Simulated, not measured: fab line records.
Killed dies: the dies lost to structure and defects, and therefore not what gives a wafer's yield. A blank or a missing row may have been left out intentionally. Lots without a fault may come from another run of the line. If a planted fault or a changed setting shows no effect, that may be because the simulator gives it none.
Matching of chambers :: flow sky130 :: SKY_LI_CONTACT_CMP_02 on cmp-01: 4 sister chambers
The step polishes PSG. 4 wafers are shown with their chamber, then 8 later ones without.

== EACH WAFER AND ITS CHAMBER ==
wafer: L087.1
chamber: 0
motor current A (A): 11.6

wafer: L087.2
chamber: 1
motor current A (A): 12.9

wafer: L087.3
chamber: 2
motor current A (A): 12.6

wafer: L087.4
chamber: 3
motor current A (A): 11.2

== WAFERS WITH NO CHAMBER GIVEN ==
wafer: L087.5
motor current A (A): 12.7

wafer: L087.6
motor current A (A): 13.0

wafer: L088.1
motor current A (A): 11.4

wafer: L088.2
motor current A (A): 13.1

wafer: L088.3
motor current A (A): 12.8

wafer: L088.4
motor current A (A): 10.4

wafer: L088.5
motor current A (A): 10.7

wafer: L088.6
motor current A (A): 10.9

== WHICH CHAMBER EACH ONE RAN IN ==
wafer: L087.5
from the rows above: can't be placed: 2 or 1
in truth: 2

wafer: L087.6
from the rows above: can't be placed: 1 or 2
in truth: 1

wafer: L088.1
from the rows above: can't be placed: 0 or 3
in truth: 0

wafer: L088.2
from the rows above: can't be placed: 1 or 2
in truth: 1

wafer: L088.3
from the rows above: can't be placed: 1 or 2
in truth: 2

wafer: L088.4
from the rows above: can't be placed: 3 or 0
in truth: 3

wafer: L088.5
from the rows above: can't be placed: 3 or 0
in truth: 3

wafer: L088.6
from the rows above: can't be placed: 3 or 0
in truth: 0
0 of 8 placed correctly. Cannot be placed on the basis of these rows: 8; the candidates contain the true chamber in 8. 0 placed wrongly.
How it was worked out, from the rows above alone: a wafer's distance from a chamber is the root of the sum, over the readings, of the square of ((its reading less the chamber's mean) divided by the reading's scatter). The wafer belongs to the nearest chamber; if the next one is less than 2 further off, it can't be placed. A chamber's mean is the mean of its shown wafers. The scatter: with one shown wafer a chamber, the root of the mean of the squares of how far each hidden wafer lies from its nearest shown one.
